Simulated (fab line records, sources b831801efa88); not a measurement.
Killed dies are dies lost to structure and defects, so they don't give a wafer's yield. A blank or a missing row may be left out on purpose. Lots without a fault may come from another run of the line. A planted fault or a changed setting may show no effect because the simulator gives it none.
fab line records | flow gf180mcu
record lots=24 wafers=72 last_day=34
route steps=602 shown LVPWELL@61 M2@366 V3@445 V4@480 MIM@506
lots that met no fault: from a run of the same line without faults
start_h: hours from the record's first day to the start of the lot's first wafer shown | wait_h: hours since the lot's step before | " the same as in the row above | L1.1+2: a row that stands for several wafers | - no value, or no start given | * or withheld: withheld | < > ~ a bound
route shown NAME@n: a module of which the file shows steps, and the number in the route of the first | usual: mean/standard deviation of fault-free wafers | same: alike in all rows | chamber/n: place in a boat | sites: the reading at each site | _std_site: their standard deviation | _edge_site: outer sites' mean less inner sites' | radius_mm: how far each site lies from the wafer's centre | mask NAME#n: copy n | behind: the tool/chamber that last shaped the wafer | hold: why the lot was held/for how many hours/how that ended | device: the transistor (n, p or np) that didn't switch | end of line: the same wafers' tests at the end of the route | a step without rows: its recipe alone | killed: dies lost to structure and defects at the first sort, not the wafer's yield | map: a wafer's dies, x killed, . not, _ none there
set.NAME: the setting as run; set.NAME@STEP: as run at that earlier step | model.NAME: the simulator's own value behind a step, which no gauge read
steps of the route over a sample of lots; a table a step, a row a wafer
services: from which hour (start_h, from the record's first day; less than 0 if before it) a tool's chamber was out of use, for how many hours, and why
## steps
# step GF_LVPWELL_OVL_MEAS_07
# usual LVPWELL_OVL=-0.2/1.2
# columns lot.wafer tool chamber start_h wait_h LVPWELL_OVL[nm]
L074.1 overlay-02 - 70.51 - -3.7
L074.2 " - " " -0.7
L074.5 " - " " -0.7
L075.1 overlay-02 - 73.99 - 1.5
L075.4 " - " " 1.1
L075.6 " - " " 0.2
L076.1 overlay-02 - 79.53 - -0.4
L076.3 " - " " -0.1
L076.5 " - " " 0.3
L077.1 overlay-02 - 85.74 - -0.2
L077.2 " - " " -0.9
L077.4 " - " " -0.9
L078.2 overlay-01 - 90.82 - -0.5
L078.3 " - " " -0.6
L078.6 " - " " -2.4
L079.2 overlay-01 - 95.79 - -1.6
L079.4 " - " " 0.1
L079.6 " - " " -0.1
L080.1 overlay-01 - 101.91 - 0.0
L080.3 " - " " 0.1
L080.5 " - " " -0.5
L081.1 overlay-01 - 108.13 - 1.0
L081.2 " - " " -0.3
L081.5 " - " " 2.3
L082.1 overlay-02 - 114.53 - 0.2
L082.5 " - " " 1.6
L082.6 " - " " 0.5
L083.2 overlay-01 - 118.84 - 0.0
L083.3 " - " " -1.3
L083.6 " - " " -0.7
L084.2 overlay-02 - 125.89 - -0.7
L084.4 " - " " -1.7
L084.6 " - " " 0.9
L085.4 overlay-02 - 131.20 - -0.7
L085.5 " - " " -0.9
L085.6 " - " " -0.4
L086.2 overlay-02 - 136.07 - -1.1
L086.4 " - " " 0.5
L086.5 " - " " -2.8
L087.1 overlay-02 - 140.44 - 0.2
L087.4 " - " " 1.1
L087.6 " - " " 0.4
L088.2 overlay-02 - 147.84 - 1.0
L088.4 " - " " 0.9
L088.6 " - " " -1.7
L089.1 overlay-02 - 152.48 - 0.8
L089.3 " - " " -0.3
L089.4 " - " " -1.5
L090.1 overlay-02 - 158.73 - 0.1
L090.3 " - " " -2.8
L090.6 " - " " 0.9
L091.1 overlay-01 - 162.58 - 0.1
L091.2 " - " " -0.2
L091.3 " - " " 0.6
L092.2 overlay-01 - 173.14 - -1.9
L092.3 " - " " -0.6
L092.6 " - " " -0.3
L093.3 overlay-02 - 178.29 - -1.6
L093.5 " - " " -1.4
L093.6 " - " " -0.2
L094.4 overlay-01 - 181.60 - 0.7
L094.5 " - " " 0.6
L094.6 " - " " -0.5
L095.1 overlay-02 - 188.99 - 0.9
L095.3 " - " " 0.2
L095.4 " - " " 1.0
L096.1 overlay-01 - 195.43 - -1.1
L096.3 " - " " 1.5
L096.6 " - " " 0.9
L097.2 overlay-02 - 200.14 - 0.5
L097.3 " - " " -0.2
L097.6 " - " " 0.9
# step GF_M2_SPUTTER_04
# recipe material=TiN target_thk_nm=50 power_w=6500 time_s=41.7 chamber_pressure_pa=0.4
# usual throttle_valve_pct=30.1/1.2
# columns lot.wafer tool chamber start_h wait_h throttle_valve_pct
L074.1 pvd_sputter-04 - 413.79 0.0 31.5
L074.2 " - " " 31.2
L074.5 " - " " 28.0
L075.1 pvd_sputter-02 - 419.70 0.0 29.0
L075.4 " - " " 31.3
L075.6 " - " " 31.5
L076.1 pvd_sputter-04 - 427.90 0.0 30.9
L076.3 " - " " 31.5
L076.5 " - " " 30.9
L077.1 pvd_sputter-02 - 439.68 0.0 30.9
L077.2 " - " " 30.3
L077.4 " - " " 29.1
L078.2 pvd_sputter-01 - 449.06 0.0 29.2
L078.3 " - " " 30.7
L078.6 " - " " 28.3
L079.2 pvd_sputter-04 - 458.80 0.0 28.1
L079.4 " - " " 31.6
L079.6 " - " " 31.5
L080.1 pvd_sputter-02 - 474.14 0.0 31.4
L080.3 " - " " 30.2
L080.5 " - " " 31.0
L081.1 pvd_sputter-02 - 476.44 0.0 31.5
L081.2 " - " " 31.7
L081.5 " - " " 30.2
L082.1 pvd_sputter-04 - 489.88 0.0 30.9
L082.5 " - " " 30.8
L082.6 " - " " 31.0
L083.2 pvd_sputter-01 - 499.77 0.0 29.4
L083.3 " - " " 30.6
L083.6 " - " " 30.6
L084.2 pvd_sputter-01 - 505.77 0.0 29.2
L084.4 " - " " 30.5
L084.6 " - " " 30.4
L085.4 pvd_sputter-04 - 514.76 0.0 31.7
L085.5 " - " " 31.7
L085.6 " - " " 30.9
L086.2 pvd_sputter-02 - 522.79 0.0 29.0
L086.4 " - " " 31.8
L086.5 " - " " 28.9
L087.1 pvd_sputter-01 - 526.28 0.0 30.5
L087.4 " - " " 29.4
L087.6 " - " " 29.2
L088.2 pvd_sputter-04 - 540.27 0.0 27.9
L088.4 " - " " 30.9
L088.6 " - " " 28.3
L089.1 pvd_sputter-02 - 545.57 0.0 31.1
L089.3 " - " " 31.4
L089.4 " - " " 30.2
L090.1 pvd_sputter-02 - 557.32 0.0 29.0
L090.3 " - " " 31.2
L090.6 " - " " 31.4
L091.1 pvd_sputter-04 - 560.43 0.0 28.2
L091.2 " - " " 31.2
L091.3 " - " " 31.5
L092.2 pvd_sputter-04 - 577.17 0.0 28.2
L092.3 " - " " 31.6
L092.6 " - " " 30.9
L093.3 pvd_sputter-04 - 577.93 0.0 30.7
L093.5 " - " " 27.7
L093.6 " - " " 31.3
L094.4 pvd_sputter-04 - 586.77 0.0 31.7
L094.5 " - " " 31.1
L094.6 " - " " 30.9
L095.1 pvd_sputter-01 - 592.57 0.0 28.7
L095.3 " - " " 30.7
L095.4 " - " " 29.2
L096.1 pvd_sputter-01 - 602.43 0.0 30.6
L096.3 " - " " 29.2
L096.6 " - " " 30.4
L097.2 pvd_sputter-01 - 609.38 0.0 28.2
L097.3 " - " " 29.2
L097.6 " - " " 30.5
# step GF_V3_ETCH_16
# recipe chemistry=N2/H2 target_depth_a=withheld overetch_a=withheld time_s=withheld target=BARC ion_energy_ev=200 source_w=500 bias_w=100 pressure_mtorr=30 n2_flow_sccm=100 h2_flow_sccm=200
# usual drypump_motor_current_A=5.6/0.53 oes_product_au=0.854/0.0053 throttle_valve_pct=13.225/0.01
# columns lot.wafer tool chamber start_h wait_h drypump_motor_current_A oes_product_au throttle_valve_pct
L074.1 rie_diel-03 3 515.59 0.0 5.1 0.851 13.241
L074.2 " 2 " " 5.9 0.864 13.206
L074.5 " 3 " " 5.1 0.855 13.219
L075.1 rie_diel-02 0 525.09 0.0 5.3 0.855 13.208
L075.4 " 2 " " 5.7 0.852 13.227
L075.6 " 0 " " 5.4 0.856 13.225
L076.1 rie_diel-04 1 528.83 0.0 6.5 0.859 13.224
L076.3 " 0 " " 4.8 0.857 13.237
L076.5 " 1 " " 6.4 0.855 13.227
L077.1 rie_diel-04 3 540.28 0.0 5.6 0.852 13.207
L077.2 " 2 " " 5.9 0.871 13.233
L077.4 " 0 " " 4.8 0.854 13.239
L078.2 rie_diel-02 1 548.08 0.0 6.2 0.853 13.234
L078.3 " 0 " " 5.3 0.853 13.242
L078.6 " 0 " " 5.4 0.857 13.222
L079.2 rie_diel-03 1 556.13 0.0 6.2 0.854 13.232
L079.4 " 2 " " 6.0 0.864 13.227
L079.6 " 0 " " 5.2 0.854 13.229
L080.1 rie_diel-04 0 570.71 0.0 4.8 0.850 13.227
L080.3 " 3 " " 5.6 0.856 13.227
L080.5 " 3 " " 5.6 0.863 13.228
L081.1 rie_diel-03 1 574.46 0.0 6.3 0.849 13.224
L081.2 " 2 " " 6.0 0.857 13.245
L081.5 " 0 " " 5.2 0.850 13.238
L082.1 rie_diel-03 3 583.98 0.0 5.1 0.854 13.211
L082.5 " 2 " " 5.9 0.854 13.224
L082.6 " 1 " " 6.3 0.853 13.228
L083.2 rie_diel-02 0 596.86 0.0 5.3 0.849 13.221
L083.3 " 2 " " 5.8 0.860 13.226
L083.6 " 3 " " 5.5 0.849 13.220
L084.2 rie_diel-04 0 600.51 0.0 4.8 0.858 13.210
L084.4 " 3 " " 5.6 0.860 13.221
L084.6 " 3 " " 5.6 0.854 13.229
L085.4 rie_diel-03 3 605.96 0.0 5.1 0.844 13.234
L085.5 " 0 " " 5.2 0.865 13.234
L085.6 " 1 " " 6.3 0.858 13.222
L086.2 rie_diel-04 3 615.83 0.0 5.6 0.850 13.220
L086.4 " 2 " " 5.9 0.853 13.210
L086.5 " 1 " " 6.5 0.855 13.201
L087.1 rie_diel-04 3 619.73 0.0 5.6 0.858 13.221
L087.4 " 1 " " 6.5 0.855 13.225
L087.6 " 1 " " 6.5 0.849 13.230
L088.2 rie_diel-03 0 629.14 0.0 5.1 0.865 13.207
L088.4 " 2 " " 5.9 0.856 13.240
L088.6 " 0 " " 5.1 0.856 13.232
L089.1 rie_diel-02 2 634.43 0.0 5.7 0.854 13.219
L089.3 " 1 " " 6.2 0.845 13.221
L089.4 " 3 " " 5.5 0.853 13.220
L090.1 rie_diel-03 0 646.83 0.0 5.2 0.856 13.220
L090.3 " 2 " " 5.9 0.852 13.221
L090.6 " 1 " " 6.3 0.853 13.230
L091.1 rie_diel-04 2 649.01 0.0 6.0 0.855 13.235
L091.2 " 3 " " 5.6 0.845 13.209
L091.3 " 0 " " 4.8 0.851 13.233
L092.2 rie_diel-04 1 666.88 0.0 6.5 0.853 13.210
L092.3 " 3 " " 5.6 0.853 13.255
L092.6 " 2 " " 5.9 0.847 13.220
L093.3 rie_diel-03 0 666.89 0.0 5.2 0.856 13.223
L093.5 " 1 " " 6.2 0.858 13.226
L093.6 " 2 " " 5.9 0.862 13.236
L094.4 rie_diel-03 1 671.58 0.0 6.3 0.846 13.241
L094.5 " 3 " " 5.1 0.850 13.221
L094.6 " 2 " " 6.0 0.863 13.224
L095.1 rie_diel-04 2 677.56 0.0 5.9 0.854 13.225
L095.3 " 1 " " 6.5 0.853 13.227
L095.4 " 1 " " 6.5 0.855 13.229
L096.1 rie_diel-03 2 686.29 0.0 6.0 0.849 13.235
L096.3 " 0 " " 5.1 0.846 13.221
L096.6 " 0 " " 5.2 0.840 13.236
L097.2 rie_diel-04 1 693.08 0.0 6.5 0.860 13.225
L097.3 " 0 " " 4.8 0.855 13.215
L097.6 " 1 " " 6.5 0.851 13.213
# step GF_V4_CMP_04
# recipe material=SiO2 down_force_psi=4 platen_rpm=60 pad_velocity_m_s=0.94248
# usual motor_current_A=12.5/1.3 time_to_endpoint_s=79/5.4
# columns lot.wafer tool chamber start_h wait_h motor_current_A time_to_endpoint_s
L074.1 cmp-01 2 541.22 0.1 14.1 74
L074.2 " 3 " " 14.9 74
L074.5 " 1 " " 13.5 80
L075.4 cmp-01 3 550.56 0.1 13.5 75
L075.1 " 1 " " 13.5 71
L075.6 " 2 " " 14.1 64
L076.1 cmp-01 3 553.43 0.1 14.8 76
L076.3 " 1 " " 13.9 78
L076.5 " 3 " " 14.1 86
L077.4 cmp-02 3 565.30 0.0 11.4 88
L077.1 " 1 " " 12.9 80
L077.2 " 2 " " 9.2 76
L078.2 cmp-01 3 575.65 2.8 13.9 74
L078.3 " 1 " " 13.7 76
L078.6 " 0 " " 12.5 77
L079.2 cmp-01 3 581.42 0.1 13.9 70
L079.4 " 1 " " 13.5 81
L079.6 " 3 " " 14.8 76
L080.3 cmp-01 0 594.56 0.0 12.4 78
L080.1 " 1 " " 13.2 84
L080.5 " 0 " " 12.6 81
L081.2 cmp-02 1 599.72 0.0 12.6 82
L081.1 " 2 " " 9.8 85
L081.5 " 1 " " 12.5 82
L082.1 cmp-01 0 607.70 0.1 12.6 78
L082.6 " 0 " " 12.7 78
L082.5 " 1 " " 13.4 85
L083.2 cmp-02 0 619.90 0.1 11.9 71
L083.3 " 2 " " 10.1 78
L083.6 " 3 " " 12.0 87
L084.4 cmp-02 0 623.81 0.0 12.5 80
L084.2 " 2 " " 10.0 77
L084.6 " 0 " " 12.4 77
L085.4 cmp-02 0 629.15 0.1 13.1 86
L085.6 " 2 " " 10.0 89
L085.5 " 3 " " 11.9 94
L086.4 cmp-02 1 638.39 0.0 13.1 87
L086.2 " 0 " " 12.5 71
L086.5 " 1 " " 12.4 78
L087.1 cmp-01 2 641.69 0.1 14.1 69
L087.4 " 1 " " 12.9 84
L087.6 " 3 " " 13.4 78
L088.4 cmp-02 0 651.24 0.0 11.8 81
L088.2 " 1 " " 12.6 80
L088.6 " 1 " " 12.6 79
L089.3 cmp-02 1 657.27 0.1 13.1 80
L089.1 " 2 " " 10.5 81
L089.4 " 3 " " 11.6 84
L090.1 cmp-02 0 669.00 0.1 12.5 75
L090.3 " 1 " " 13.9 75
L090.6 " 0 " " 12.1 74
L091.2 cmp-02 0 670.63 0.0 13.0 69
L091.3 " 2 " " 9.8 80
L091.1 " 3 " " 12.3 84
L092.2 cmp-02 3 688.20 0.1 11.8 75
L092.3 " 0 " " 12.7 73
L092.6 " 1 " " 12.5 79
L093.3 cmp-01 0 688.52 0.0 12.5 75
L093.5 " 0 " " 12.2 81
L093.6 " 1 " " 13.3 84
L094.4 cmp-02 0 693.05 0.1 11.7 68
L094.6 " 2 " " 9.7 72
L094.5 " 3 " " 12.4 74
L095.4 cmp-01 0 699.39 0.0 12.3 87
L095.3 " 1 " " 13.2 82
L095.1 " 3 " " 14.8 73
L096.3 cmp-02 3 707.75 0.0 12.3 84
L096.1 " 0 " " 12.3 76
L096.6 " 0 " " 12.4 81
L097.3 cmp-02 2 713.88 0.1 9.6 78
L097.2 " 3 " " 12.1 85
L097.6 " 1 " " 12.1 79
# step GF_MIM_SPUTTER_03
# recipe material=Ti target_thk_nm=10 substrate_temp_c=300 chamber_pressure_pa=0.3 power_w=3000 time_s=6.7
# usual throttle_valve_pct=30.1/1.5
# columns lot.wafer tool chamber start_h wait_h throttle_valve_pct
L074.1 pvd_sputter-01 - 566.06 0.0 29.4
L074.2 " - " " 30.7
L074.5 " - " " 30.1
L075.1 pvd_sputter-03 - 577.31 0.0 32.8
L075.4 " - " " 27.7
L075.6 " - " " 32.8
L076.1 pvd_sputter-02 - 577.75 0.0 30.0
L076.3 " - " " 31.3
L076.5 " - " " 29.0
L077.1 pvd_sputter-01 - 587.74 0.0 29.2
L077.2 " - " " 30.5
L077.4 " - " " 29.4
L078.2 pvd_sputter-03 - 598.04 0.0 27.6
L078.3 " - " " 31.5
L078.6 " - " " 31.6
L079.2 pvd_sputter-03 - 604.53 0.0 32.6
L079.4 " - " " 27.9
L079.6 " - " " 29.9
L080.1 pvd_sputter-03 - 617.71 0.0 32.8
L080.3 " - " " 27.5
L080.5 " - " " 27.8
L081.1 pvd_sputter-01 - 622.36 0.0 28.4
L081.2 " - " " 30.7
L081.5 " - " " 30.6
L082.1 pvd_sputter-02 - 630.28 0.0 29.8
L082.5 " - " " 31.6
L082.6 " - " " 29.2
L083.2 pvd_sputter-02 - 641.95 0.0 31.6
L083.3 " - " " 30.9
L083.6 " - " " 31.4
L084.2 pvd_sputter-01 - 646.20 0.0 29.4
L084.4 " - " " 30.7
L084.6 " - " " 29.0
L085.4 pvd_sputter-03 - 650.88 0.0 29.9
L085.5 " - " " 31.7
L085.6 " - " " 27.6
L086.2 pvd_sputter-02 - 660.90 0.0 31.6
L086.4 " - " " 30.9
L086.5 " - " " 31.5
L087.1 pvd_sputter-01 - 662.83 0.0 30.3
L087.4 " - " " 29.2
L087.6 " - " " 29.4
L088.2 pvd_sputter-02 - 672.51 0.0 31.3
L088.4 " - " " 30.0
L088.6 " - " " 29.2
L089.1 pvd_sputter-02 - 678.73 0.0 29.2
L089.3 " - " " 31.2
L089.4 " - " " 31.6
L090.1 pvd_sputter-03 - 689.65 0.0 30.0
L090.3 " - " " 32.5
L090.6 " - " " 31.7
L091.1 pvd_sputter-01 - 692.24 0.0 29.3
L091.2 " - " " 28.6
L091.3 " - " " 30.7
L092.2 pvd_sputter-03 - 709.47 0.0 31.9
L092.3 " - " " 27.8
L092.6 " - " " 31.8
L093.3 pvd_sputter-03 - 709.78 0.0 32.7
L093.5 " - " " 27.6
L093.6 " - " " 31.8
L094.4 pvd_sputter-03 - 714.18 0.0 31.8
L094.5 " - " " 30.0
L094.6 " - " " 32.9
L095.1 pvd_sputter-01 - 719.48 0.0 29.3
L095.3 " - " " 29.3
L095.4 " - " " 28.6
L096.1 pvd_sputter-03 - 727.53 0.0 32.8
L096.3 " - " " 27.7
L096.6 " - " " 27.5
L097.2 pvd_sputter-01 - 733.38 0.0 29.0
L097.3 " - " " 30.6
L097.6 " - " " 28.9
# step GF_MIM_STRIP_20
# recipe chemistry=O2/N2 power_w=1400 pressure_mtorr=1500 platen_temp_c=250 o2_flow_sccm=3000 n2_flow_sccm=300 overash_fraction=0.5
# usual drypump_motor_current_A=5.9/0.33 heater_power_w=332/23 oes_product_au=0.692/0.0052 strip_time_to_endpoint_s=11.24/0.052
# columns lot.wafer tool chamber start_h wait_h drypump_motor_current_A heater_power_w oes_product_au rf_hours_counter_h strip_time_to_endpoint_s
L074.1 plasma_asher-02 0 587.03 0.0 5.8 328 0.684 77 11.10
L074.2 " 1 " " 6.3 333 0.685 77 11.11
L074.5 " 0 " " 5.8 322 0.683 - 11.09
L075.1 plasma_asher-02 1 599.03 0.0 6.3 331 0.692 78 11.20
L075.4 " 0 " " 5.9 330 0.692 - 11.23
L075.6 " 0 " " 5.8 328 0.694 - 11.18
L076.1 plasma_asher-01 0 600.08 0.0 5.6 307 0.690 52 11.27
L076.3 " 0 " " 5.6 305 0.698 - 11.30
L076.5 " 1 " " 6.0 331 0.698 - 11.35
L077.1 plasma_asher-03 1 608.48 0.0 5.4 322 0.692 102 11.26
L077.2 " 0 " " 6.2 368 0.698 102 11.25
L077.4 " 1 " " 5.4 312 0.701 - 11.25
L078.2 plasma_asher-02 0 618.38 0.0 5.8 319 0.690 80 11.21
L078.3 " 1 " " 6.3 333 0.687 - 11.21
L078.6 " 0 " " 5.8 321 0.689 - 11.19
L079.2 plasma_asher-01 0 625.65 0.0 5.6 307 0.701 55 11.29
L079.4 " 0 " " 5.6 302 0.702 - 11.33
L079.6 " 0 " " 5.6 298 0.690 - 11.29
L080.1 plasma_asher-03 0 638.08 0.0 6.2 366 0.695 105 11.22
L080.3 " 1 " " 5.4 314 0.697 - 11.21
L080.5 " 0 " " 6.2 366 0.686 - 11.21
L081.1 plasma_asher-01 1 643.28 0.0 6.0 327 0.684 57 11.20
L081.2 " 0 " " 5.6 300 0.685 57 11.22
L081.5 " 0 " " 5.6 308 0.695 - 11.21
L082.1 plasma_asher-02 0 649.88 0.0 5.8 329 0.689 83 11.19
L082.5 " 1 " " 6.3 336 0.701 - 11.18
L082.6 " 0 " " 5.8 326 0.681 - 11.17
L083.2 plasma_asher-01 0 661.40 0.0 5.6 302 0.692 59 11.19
L083.3 " 0 " " 5.6 299 0.697 - 11.20
L083.6 " 0 " " 5.6 297 0.689 - 11.21
L084.2 plasma_asher-01 1 665.88 0.0 6.0 342 0.690 59 11.26
L084.4 " 1 " " 6.0 335 0.689 - 11.24
L084.6 " 1 " " 6.0 335 0.687 - 11.26
L085.4 plasma_asher-03 0 670.26 0.1 6.2 371 0.689 - 11.18
L085.5 " 1 " " 5.4 314 0.694 - 11.26
L085.6 " 0 " " 6.2 379 0.686 - 11.18
L086.2 plasma_asher-02 0 680.82 0.0 5.8 328 0.692 85 11.21
L086.4 " 1 " " 6.3 324 0.690 - 11.23
L086.5 " 1 " " 6.2 329 0.697 - 11.25
L087.1 plasma_asher-03 1 682.83 0.0 5.4 316 0.695 111 11.31
L087.4 " 1 " " 5.4 317 0.698 - 11.31
L087.6 " 1 " " 5.4 315 0.694 - 11.35
L088.2 plasma_asher-02 1 691.28 0.0 6.3 317 0.692 87 11.28
L088.4 " 0 " " 5.8 319 0.696 - 11.27
L088.6 " 1 " " 6.3 324 0.694 - 11.30
L089.1 plasma_asher-02 1 697.82 0.0 6.3 336 0.699 87 11.23
L089.3 " 0 " " 5.8 332 0.681 - 11.25
L089.4 " 1 " " 6.3 335 0.697 - 11.29
L090.1 plasma_asher-02 0 708.08 0.1 5.8 337 0.681 88 11.19
L090.3 " 1 " " 6.3 331 0.687 - 11.21
L090.6 " 0 " " 5.8 324 0.689 - 11.13
L091.1 plasma_asher-02 0 710.53 0.0 5.8 323 0.695 89 11.21
L091.2 " 1 " " 6.3 329 0.691 89 11.24
L091.3 " 0 " " 5.8 327 0.695 - 11.26
L092.2 plasma_asher-03 1 727.17 0.0 5.4 317 0.692 116 11.25
L092.3 " 1 " " 5.4 313 0.696 - 11.22
L092.6 " 1 " " 5.4 322 0.700 - 11.30
L093.3 plasma_asher-03 0 727.81 0.1 6.2 376 0.692 - 11.20
L093.5 " 0 " " 6.2 383 0.689 - 11.18
L093.6 " 1 " " 5.4 315 0.687 - 11.24
L094.4 plasma_asher-03 0 731.86 0.1 6.2 372 0.687 - 11.28
L094.5 " 0 " " 6.2 376 0.696 - 11.26
L094.6 " 1 " " 5.4 317 0.694 - 11.28
L095.1 plasma_asher-02 0 737.28 0.0 5.8 322 0.694 92 11.22
L095.3 " 1 " " 6.3 332 0.701 - 11.21
L095.4 " 0 " " 5.8 321 0.690 - 11.16
L096.1 plasma_asher-03 1 745.17 0.0 5.4 319 0.698 0 11.27
L096.3 " 0 " " 6.2 391 0.704 - 11.33
L096.6 " 0 " " 6.2 390 0.692 - 11.33
L097.2 plasma_asher-02 1 750.57 0.0 6.3 331 0.692 94 11.23
L097.3 " 1 " " 6.3 332 0.705 - 11.31
L097.6 " 1 " " 6.3 325 0.694 - 11.27
## services
# columns tool chamber start_h hours kind
plasma_asher-02 - 391.55 0.5 repair
plasma_asher-02 - 392.38 0.6 repair
cmp-02 - 393.61 6.0 pm
plasma_asher-02 - 399.51 0.5 repair
cmp-02 - 403.36 5.9 pm
pvd_sputter-02 - 403.38 3.4 repair
cmp-01 - 404.00 4.0 pm
cmp-02 - 409.37 0.4 repair
rie_diel-04 2 430.70 21.0 repair
rie_diel-03 0 449.28 2.3 repair
cmp-02 - 450.09 5.6 repair
pvd_sputter-01 - 450.34 9.0 repair
pvd_sputter-03 - 453.06 13.1 repair
rie_diel-03 0 455.39 2.1 repair
pvd_sputter-01 - 456.40 1.1 repair
rie_diel-03 3 491.15 4.0 repair
cmp-02 - 572.39 4.0 pm
cmp-02 - 591.66 0.7 repair
pvd_sputter-02 - 593.06 27.1 repair
cmp-02 - 598.84 0.6 repair
plasma_asher-02 - 654.79 14.6 pm
cmp-02 - 696.65 1.2 repair
pvd_sputter-02 - 698.57 40.2 repair
pvd_sputter-01 - 700.85 8.0 repair
## key
fault none
